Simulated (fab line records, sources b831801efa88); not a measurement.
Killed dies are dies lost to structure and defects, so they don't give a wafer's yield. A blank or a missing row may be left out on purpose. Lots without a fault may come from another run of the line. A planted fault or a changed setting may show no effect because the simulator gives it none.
A struck lot beside a sound one | flow sky130 | 15 steps out of a route of 708
Sound: wafers L969.3, L969.4, L969.6. Struck: wafer L974.2. (L974.5, L974.6 of the same lot were not struck and are left out.) The cause comes at the end.
At each step with rows: each side's tool, then ch and its chambers, then its first start. Under that, the readings that differ: sound wafers | struck wafers | difference of the means | sigmas: that difference in standard deviations of wafers without a fault.
alike: readings whose means differ by less than 2 such deviations, and words and numbers that are the same on both sides. not compared: withheld readings, readings that some wafer has no value for, bounds like >300 that may hide the same value, and numbers for which the record gives no deviation and whose values overlap.
The two part at a step that has a row with sigmas, a row that says differs or no value, or rows on one side only. Numbers that don't overlap but have no deviation are shown without sigmas and don't part them. A reading that every wafer of one side lacks parts them only if that side has two wafers or more.

first, 4 steps without rows for these wafers: SKY_VIA3_SOFTBAKE_08 (time 90 s); SKY_VIA3_EXPOSE_09 (exposes mask VIM3, target cd 200 nm); SKY_VIA3_PEB_10; SKY_VIA3_DEVELOP_11 (develop time 60 s).
SKY_VIA3_CD_MEAS_12: target cd 200 nm.
  sound on cd_sem-02, day 42 01:17; struck on cd_sem-01, day 43 04:56
  alike: cd_nm
SKY_VIA3_OVL_MEAS_13:
  sound on overlay-02, day 42 01:22; struck on overlay-02, day 43 05:03
  reading       | sound    | struck | difference | sigmas
  VIA3_OVL (nm) | -3 -6 -5 | 4      | +9         | +2
SKY_VIA3_ETCH_14: etches BARC in N2/H2, stops on SiO2, time 45.9 s, target depth 60 nm.
  sound on rie_diel-04 ch 0,1,2, day 42 01:24; struck on rie_diel-02 ch 3, day 43 05:05
  alike: drypump_motor_current_A, h2_flow_sccm, oes_product_au, throttle_valve_pct
  not compared: rf_hours_counter_h
SKY_VIA3_ETCH_15: etches SiO2 in C4F8/O2/Ar, stops on TiN, target depth 507 nm, time 78 s.
  sound on rie_diel-04 ch 0,1,2, day 42 01:26; struck on rie_diel-02 ch 3, day 43 05:07
  alike: oes_product_au
SKY_VIA3_STRIP_16: strips in O2/N2.
  sound on plasma_asher-04 ch 0,1, day 42 01:32; struck on plasma_asher-01 ch 1, day 43 05:11
  reading                | sound | struck | difference                   | sigmas
  rf_hours_counter_h (h) | - - - | 124    | no value on the sound wafers |
  alike: drypump_motor_current_A, oes_product_au, strip_time_to_endpoint_s
then, 3 steps without rows for these wafers: SKY_VIA3_STRIP_17 (strips in post etch residue remover, time 1200 s); SKY_VIA3_CLEAN_18 (cleans in IPA, time 180 s); SKY_VIA3_CLEAN_19 (cleans in O3/DIW).
SKY_VIA3_SPUTTER_20: material TiN, target thk 20 nm, time 80 s.
  sound on pvd_sputter-02, day 42 02:05; struck on pvd_sputter-02, day 43 05:46
  reading                                  | sound             | struck | difference | sigmas
  model.TiN_of_VIA3_SPUTTER_20.thk_nm (nm) | 19.79 20.04 19.65 | 25.34  | +5.51      |
  alike: throttle_valve_pct
SKY_VIA3_CVD_21: deposits W, target thk 390 nm, time 117.31 s.
  sound on cvd_w-02 ch 0,1, day 42 02:11; struck on cvd_w-02 ch 1, day 43 05:50
  reading               | sound | struck | difference                   | sigmas
  since_wet_clean_h (h) | - - - | 610    | no value on the sound wafers |
  alike: heater_power_w, susceptor_temp_C
-- the record jumps here: 6 days lie between the struck wafers' starts before and after (it left off in module VIA3 and takes up again in module PAD_OPEN, whose first step shown is number 708 of the route) --
SKY_PAD_OPEN_PROBE_99:
  sound on prober-01, day 47 19:49; struck on prober-02, day 48 18:19
  reading             | sound    | struck | difference | sigmas
  killed_at_front_end | 10 13 11 | 21     | +10        | +2
  alike: defect_limited_yield, killed_at_M0_to_M3, killed_at_M4_up, killed_at_contacts, killed_at_other, killed_dies, killed_open, killed_short, sort_bin_3_pad_short, sort_bin_5_function, sort_bin_6_memory, sort_n_pass, sort_yield_pct

WHERE THEY PART
First at SKY_VIA3_OVL_MEAS_13; last, within this record, at SKY_PAD_OPEN_PROBE_99.

WHY: what the simulator had put in
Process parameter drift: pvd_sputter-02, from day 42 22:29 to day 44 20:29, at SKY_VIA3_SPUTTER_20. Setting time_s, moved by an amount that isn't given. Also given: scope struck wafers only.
